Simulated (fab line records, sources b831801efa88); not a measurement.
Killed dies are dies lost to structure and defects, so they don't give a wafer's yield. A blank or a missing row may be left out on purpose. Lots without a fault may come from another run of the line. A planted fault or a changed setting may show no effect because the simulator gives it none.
Chamber matching | flow gf180mcu | GF_V3_CVD_02 on pecvd-02: 3 sister chambers
The step deposits SiO2 from TEOS, target thk 850 nm, time 94.851 s. 16 wafers are shown with their chamber, then 8 later ones without.

WAFERS WITH THEIR CHAMBER
wafer  | chamber | heater_power_w (W)
L077.1 | 1       | 753
L077.2 | 0       | 745
L077.3 | 2       | 680
L077.4 | 0       | 594
L077.5 | 1       | 601
L077.6 | 2       | 745
L079.3 | 2       | 795
L079.4 | 0       | 705
L079.5 | 2       | 633
L082.1 | 1       | 763
L082.2 | 0       | 739
L082.4 | 2       | 642
L088.1 | 2       | 803
L088.3 | 0       | 692
L088.5 | 0       | 742
L089.2 | 2       | 665

SIGNATURES (means of the wafers above)
reading        | chamber 0 | chamber 1 | chamber 2 | scatter within a chamber
heater_power_w | 702.83    | 705.67    | 709.00    | 70
Rule: a wafer's distance from a chamber is the root of the sum, over the readings, of the square of ((its reading less the chamber's mean) divided by the reading's scatter). The wafer belongs to the nearest chamber; if the next one is less than 2 further off, it can't be placed. The scatter: the root of (the sum of the squares of (reading less its chamber's mean) over the shown wafers, divided by (wafers less chambers)).

WAFERS WITHOUT THEIR CHAMBER
wafer  | heater_power_w (W)
L089.4 | 744
L089.5 | 718
L095.1 | 611
L095.3 | 683
L095.6 | 686
L096.2 | 675
L096.3 | 676
L096.6 | 747

WHICH CHAMBER EACH WENT THROUGH
wafer  | from the rows above          | in truth
L089.4 | can't be placed: 2 or 1 or 0 | 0
L089.5 | can't be placed: 2 or 1 or 0 | 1
L095.1 | can't be placed: 0 or 1 or 2 | 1
L095.3 | can't be placed: 0 or 1 or 2 | 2
L095.6 | can't be placed: 0 or 1 or 2 | 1
L096.2 | can't be placed: 0 or 1 or 2 | 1
L096.3 | can't be placed: 0 or 1 or 2 | 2
L096.6 | can't be placed: 2 or 1 or 0 | 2
Placed correctly: 0 of 8. Can't be placed from these rows: 8 (the true chamber is among the candidates in 8). Placed wrongly: 0.
